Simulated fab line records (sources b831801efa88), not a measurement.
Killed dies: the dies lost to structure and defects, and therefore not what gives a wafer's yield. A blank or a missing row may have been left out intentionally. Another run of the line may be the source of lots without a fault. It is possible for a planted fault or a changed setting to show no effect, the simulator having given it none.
The tool behind it: which one? + flow gf180mcu + 12 lots, 35 wafers sampled, at 4 steps of a route of 602

== WHAT THE GAUGES SHOWED, per wafer ==
GF_PSD_RS_MEAS_14: a four-point-probe measurement. Usual: NSD_RS 46.08 ohm/sq, standard deviation 0.08.
| lot  | measured     | on            | NSD_RS (ohm/sq)   | flag |
|------|--------------|---------------|-------------------|------|
| L100 | day 14 18:24 | film_metro-04 | 46.11 46.11 46.07 |      |
| L101 | day 15 05:36 | film_metro-02 | 46.20 46.06 46.14 |      |
| L102 | day 15 14:34 | film_metro-04 | 46.09 46.06 46.08 |      |
| L103 | day 15 20:41 | film_metro-03 | 46.03 46.03 46.06 |      |
| L104 | day 16 09:49 | film_metro-03 | 44.34 46.16 46.09 | OFF  |
| L105 | day 17 05:41 | film_metro-02 | 44.49 46.08       | OFF  |
| L116 | day 20 11:53 | film_metro-02 | 46.10 46.19 46.08 |      |
| L117 | day 20 19:06 | film_metro-04 | 45.96 45.93 46.07 |      |
| L118 | day 21 02:55 | film_metro-03 | 45.98 46.01 45.99 |      |
| L120 | day 21 21:10 | film_metro-04 | 46.05 46.10 46.02 |      |
| L121 | day 22 04:44 | film_metro-02 | 45.96 45.97 46.05 |      |
| L122 | day 22 09:35 | film_metro-02 | 46.23 46.14 46.18 |      |

GF_PSD_RS_MEAS_15: a four-point-probe measurement. Usual: PSD_RS 108.39 ohm/sq, standard deviation 0.3.
| lot  | measured     | on            | PSD_RS (ohm/sq)      | flag |
|------|--------------|---------------|----------------------|------|
| L100 | day 14 18:31 | film_metro-04 | 108.40 108.48 108.33 |      |
| L101 | day 15 05:43 | film_metro-02 | 108.57 108.68 108.56 |      |
| L102 | day 15 14:41 | film_metro-04 | 108.34 108.19 108.11 |      |
| L103 | day 15 20:48 | film_metro-03 | 108.20 108.37 108.21 |      |
| L104 | day 16 09:56 | film_metro-03 | 104.54 108.31 108.45 | OFF  |
| L105 | day 17 05:48 | film_metro-02 | 104.75 108.32        | OFF  |
| L116 | day 20 12:01 | film_metro-02 | 108.31 108.53 108.48 |      |
| L117 | day 20 19:13 | film_metro-04 | 108.08 107.85 108.12 |      |
| L118 | day 21 03:02 | film_metro-03 | 107.86 108.09 107.92 |      |
| L120 | day 21 21:17 | film_metro-04 | 108.20 108.35 108.13 |      |
| L121 | day 22 04:52 | film_metro-02 | 107.93 108.26 108.28 |      |
| L122 | day 22 09:42 | film_metro-02 | 108.62 108.17 108.10 |      |

GF_M1_RS_MEAS_05: a four-point-probe measurement. Usual: M1_ALCU_RS 0.0695 ohm/sq, standard deviation 0.00071.
| lot  | measured     | on            | M1_ALCU_RS (ohm/sq)  | flag |
|------|--------------|---------------|----------------------|------|
| L100 | day 16 16:44 | film_metro-04 | 0.0696 0.0701 0.0699 |      |
| L101 | day 17 05:04 | film_metro-03 | 0.0695 0.0692 0.0695 |      |
| L102 | day 17 14:06 | film_metro-03 | 0.0700 0.0700 0.0704 |      |
| L103 | day 17 21:20 | film_metro-02 | 0.0700 0.0701 0.0694 |      |
| L104 | day 18 11:10 | film_metro-02 | 0.0702 0.0705 0.0695 |      |
| L105 | day 19 08:40 | film_metro-04 | 0.0695 0.0698        |      |
| L116 | day 22 15:07 | film_metro-02 | 0.0693 0.0698 0.0684 |      |
| L117 | day 22 23:19 | film_metro-03 | 0.0687 0.0687 0.0691 |      |
| L118 | day 23 04:21 | film_metro-04 | 0.0690 0.0690 0.0696 |      |
| L120 | day 23 22:55 | film_metro-04 | 0.0700 0.0697 0.0694 |      |
| L121 | day 24 06:04 | film_metro-03 | 0.0705 0.0688 0.0689 |      |
| L122 | day 24 10:52 | film_metro-02 | 0.0693 0.0680 0.0683 |      |

== EACH LOT AND THE TOOL THAT RAN IT (in order: tool; ch and the chambers of the sampled wafers; start) ==
| lot  | GF_PSD_RTA_13                    |
|------|----------------------------------|
| L100 | rtp_anneal-02 ch 0, day 14 18:19 |
| L101 | rtp_anneal-01 ch 0, day 15 05:30 |
| L102 | rtp_anneal-01 ch 0, day 15 14:28 |
| L103 | rtp_anneal-01 ch 0, day 15 20:35 |
| L104 | rtp_anneal-01 ch 0, day 16 09:44 |
| L105 | rtp_anneal-01 ch 0, day 17 05:36 |
| L116 | rtp_anneal-01 ch 0, day 20 11:49 |
| L117 | rtp_anneal-01 ch 0, day 20 19:01 |
| L118 | rtp_anneal-01 ch 0, day 21 02:49 |
| L120 | rtp_anneal-02 ch 0, day 21 21:05 |
| L121 | rtp_anneal-02 ch 0, day 22 04:39 |
| L122 | rtp_anneal-01 ch 0, day 22 09:30 |
- GF_PSD_RTA_13: time 20 s.

== WHAT THE TOOLS THEMSELVES READ (means of the sampled wafers that have a number; where no wafer has one, the mark that the record gives instead) ==
GF_PSD_RTA_13. Usual: lamp_power_pct 29.6 %, standard deviation 1.9; run_length_s 48.6 s, standard deviation 0.31; wafer_temp_C_max 1031.5, standard deviation 1.3.
| lot  | tool          | lamp_power_pct (%) | run_length_s (s) | wafer_temp_C_max | flag |
|------|---------------|--------------------|------------------|------------------|------|
| L100 | rtp_anneal-02 | 31.7               | 48.8             | 1032.5           |      |
| L101 | rtp_anneal-01 | 27.9               | 48.4             | 1032.1           |      |
| L102 | rtp_anneal-01 | 27.8               | 48.4             | 1031.4           |      |
| L103 | rtp_anneal-01 | 27.9               | 48.4             | 1032.6           |      |
| L104 | rtp_anneal-01 | 27.9               | 51.0             | 1031.7           | OFF  |
| L105 | rtp_anneal-01 | 27.9               | 52.4             | 1031.7           | OFF  |
| L116 | rtp_anneal-01 | 27.9               | 48.3             | 1032.1           |      |
| L117 | rtp_anneal-01 | 27.9               | 48.5             | 1032.2           |      |
| L118 | rtp_anneal-01 | 27.8               | 48.4             | 1031.6           |      |
| L120 | rtp_anneal-02 | 31.7               | 48.9             | 1030.8           |      |
| L121 | rtp_anneal-02 | 31.7               | 48.8             | 1031.5           |      |
| L122 | rtp_anneal-01 | 27.8               | 48.3             | 1031.6           |      |

== THE ANSWER, worked out from the rows above alone ==
Rule: take the mean of a lot's wafers that have a number; if it is more than 3 standard deviations from the usual mean, the lot is off. Also off: a lot with no number at a reading for which 4 or more lots have one. The other lots that the step has rows for count as sound. The gauges are gone through in route order, then the tools' own readings, and for those a lot's mean is taken as printed above. At the first step where some lot is off, the reading lying furthest off is the one used; lots without a number count as furthest.
Off: L104, L105, at GF_PSD_RS_MEAS_14 (NSD_RS).
A tool fits if, at a process step before that reading, it ran every lot that is off, and no sound lot after the first of them. Not tried: the gauges at GF_PSD_RS_MEAS_14; whatever is off there is also off at GF_PSD_RTA_13, on other tools, and gauge error can't account for it. None of those tried fits.

== WHAT THE SIMULATOR HAD INSERTED ==
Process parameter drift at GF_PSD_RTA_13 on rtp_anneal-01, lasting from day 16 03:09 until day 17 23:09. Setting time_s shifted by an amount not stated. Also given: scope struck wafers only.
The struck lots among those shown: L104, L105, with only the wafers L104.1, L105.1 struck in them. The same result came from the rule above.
